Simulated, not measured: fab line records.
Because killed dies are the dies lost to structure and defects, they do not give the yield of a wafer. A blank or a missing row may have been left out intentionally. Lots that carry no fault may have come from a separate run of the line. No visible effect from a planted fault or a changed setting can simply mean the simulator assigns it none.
Chamber matching ; flow gf180mcu ; GF_V1_CVD_00 on hdpcvd-02: 3 sister chambers
The step deposits SiO2, target thk 600 nm, time 100 s. 6 wafers are shown with their chamber, then 7 later ones without.

== WAFERS, EACH WITH ITS CHAMBER ==
wafer;chamber;pressure_mtorr (mTorr);run_length_s (s)
L474.5;0;6.009;127.3
L475.2;1;6.008;127.5
L475.4;2;5.997;127.8
L475.5;1;6.011;127.6
L478.1;2;5.990;127.9
L478.2;0;6.000;128.3

== WAFERS WHOSE CHAMBER IS MISSING ==
wafer;pressure_mtorr (mTorr);run_length_s (s)
L478.6;6.023;126.8
L480.2;6.008;128.0
L480.3;5.978;127.2
L480.4;5.993;128.3
L481.1;6.004;126.9
L481.5;5.983;127.0
L481.6;6.008;127.3

== THE CHAMBER EACH PASSED THROUGH ==
wafer;from the rows above;in truth
L478.6;can't be placed: 1 or 0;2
L480.2;can't be placed: 0 or 1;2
L480.3;2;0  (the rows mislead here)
L480.4;can't be placed: 2 or 0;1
L481.1;can't be placed: 1 or 0 or 2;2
L481.5;can't be placed: 2 or 0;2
L481.6;can't be placed: 1 or 0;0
Correct placement for 0 of the 7. These rows do not allow placing 6 (true chamber among the candidates in 3). Wrongly placed: 1.
How it was worked out, from the rows above alone: a wafer's distance from a chamber is the root of the sum, over the readings, of the square of ((its reading less the chamber's mean) divided by the reading's scatter). If the next closest chamber is less than 2 further off than the closest, the wafer can't be placed; otherwise it belongs to the closest. The mean given for a chamber averages the wafers shown for that chamber. The scatter is the square root of a quotient: the sum, over the shown wafers, of each reading's squared deviation from its chamber's mean, divided by wafers minus chambers.
